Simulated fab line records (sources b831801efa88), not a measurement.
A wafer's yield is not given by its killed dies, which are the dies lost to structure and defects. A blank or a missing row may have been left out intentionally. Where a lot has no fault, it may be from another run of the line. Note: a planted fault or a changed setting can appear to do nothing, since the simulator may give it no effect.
Which tool did it? :: flow gf180mcu :: 11 lots, 33 wafers sampled, at 3 steps of a route of 602

== WHAT THE GAUGES READ, wafer by wafer ==
GF_MIM_RS_MEAS_10: measures by four-point-probe.
lot: L728
measured: day 24 08:03
on: film_metro-01
MIM_ALCU_RS (ohm/sq): 0.1598 0.1586 0.1595

lot: L730
measured: day 25 06:11
on: film_metro-03
MIM_ALCU_RS (ohm/sq): 0.1597 0.1608 0.1600

lot: L732
measured: day 25 18:19
on: film_metro-02
MIM_ALCU_RS (ohm/sq): 0.1607 0.1625 0.1597

lot: L735
measured: day 27 00:41
on: film_metro-02
MIM_ALCU_RS (ohm/sq): 0.1593 0.1595 0.1591

lot: L736
measured: day 27 06:07
on: film_metro-03
MIM_ALCU_RS (ohm/sq): 0.1552 0.1557 0.1561

lot: L737
measured: day 27 17:34
on: film_metro-02
MIM_ALCU_RS (ohm/sq): 0.1584 0.1606 0.1585

lot: L739
measured: day 28 03:00
on: film_metro-03
MIM_ALCU_RS (ohm/sq): 0.1625 0.1633 0.1635

lot: L743
measured: day 29 06:30
on: film_metro-02
MIM_ALCU_RS (ohm/sq): 0.1601 0.1607 0.1590

lot: L744
measured: day 29 13:04
on: film_metro-01
MIM_ALCU_RS (ohm/sq): 0.1574 0.1578 0.1580

lot: L745
measured: day 29 21:43
on: film_metro-01
MIM_ALCU_RS (ohm/sq): 0.1570 0.1563 0.1593

lot: L751
measured: day 31 07:54
on: film_metro-02
MIM_ALCU_RS (ohm/sq): 0.1616 0.1575 0.1602

== TOOL THAT RAN EACH LOT (tool first, then ch and the chambers of the sampled wafers, then the start) ==
lot: L728
GF_MIM_SPUTTER_04: pvd_sputter-03, day 24 07:49
GF_MIM_SPUTTER_09: pvd_sputter-02, day 24 08:01

lot: L730
GF_MIM_SPUTTER_04: pvd_sputter-03, day 25 05:56
GF_MIM_SPUTTER_09: pvd_sputter-04, day 25 06:08

lot: L732
GF_MIM_SPUTTER_04: pvd_sputter-03, day 25 18:05
GF_MIM_SPUTTER_09: pvd_sputter-04, day 25 18:17

lot: L735
GF_MIM_SPUTTER_04: pvd_sputter-03, day 27 00:24
GF_MIM_SPUTTER_09: pvd_sputter-02, day 27 00:36

lot: L736
GF_MIM_SPUTTER_04: pvd_sputter-04, day 27 05:53
GF_MIM_SPUTTER_09: pvd_sputter-03, day 27 06:05

lot: L737
GF_MIM_SPUTTER_04: pvd_sputter-02, day 27 17:19
GF_MIM_SPUTTER_09: pvd_sputter-04, day 27 17:31

lot: L739
GF_MIM_SPUTTER_04: pvd_sputter-02, day 28 02:46
GF_MIM_SPUTTER_09: pvd_sputter-04, day 28 02:58

lot: L743
GF_MIM_SPUTTER_04: pvd_sputter-04, day 29 06:15
GF_MIM_SPUTTER_09: pvd_sputter-04, day 29 06:28

lot: L744
GF_MIM_SPUTTER_04: pvd_sputter-03, day 29 12:49
GF_MIM_SPUTTER_09: pvd_sputter-02, day 29 13:02

lot: L745
GF_MIM_SPUTTER_04: pvd_sputter-02, day 29 21:29
GF_MIM_SPUTTER_09: pvd_sputter-03, day 29 21:41

lot: L751
GF_MIM_SPUTTER_04: pvd_sputter-04, day 31 07:40
GF_MIM_SPUTTER_09: pvd_sputter-03, day 31 07:52
- GF_MIM_SPUTTER_04: material TiN, target thk 50 nm, time 41.7 s.
- GF_MIM_SPUTTER_09: material TiN, target thk 35 nm, time 29.2 s.

== THE ANSWER, worked out from the rows above alone ==
Rule: the usual values come from the lots themselves. Put in order of their means at a reading, lots are off if they are a third of the lots or fewer, leave a main group of 4 or more, and stand apart from it by a gap of 3 or more times the standard deviation of the main group's means; of several such gaps the widest counts. If all means in a main group match to the digits the tables above print for the reading, that group is not used. A lot without any number at a reading at which 4 lots or more have one is off too. Where the step has rows for the other lots, those lots are counted as sound.
Across all readings shown, no lot is off: no conclusion can be drawn from this.

== WHAT THE SIMULATOR HAD PUT IN ==
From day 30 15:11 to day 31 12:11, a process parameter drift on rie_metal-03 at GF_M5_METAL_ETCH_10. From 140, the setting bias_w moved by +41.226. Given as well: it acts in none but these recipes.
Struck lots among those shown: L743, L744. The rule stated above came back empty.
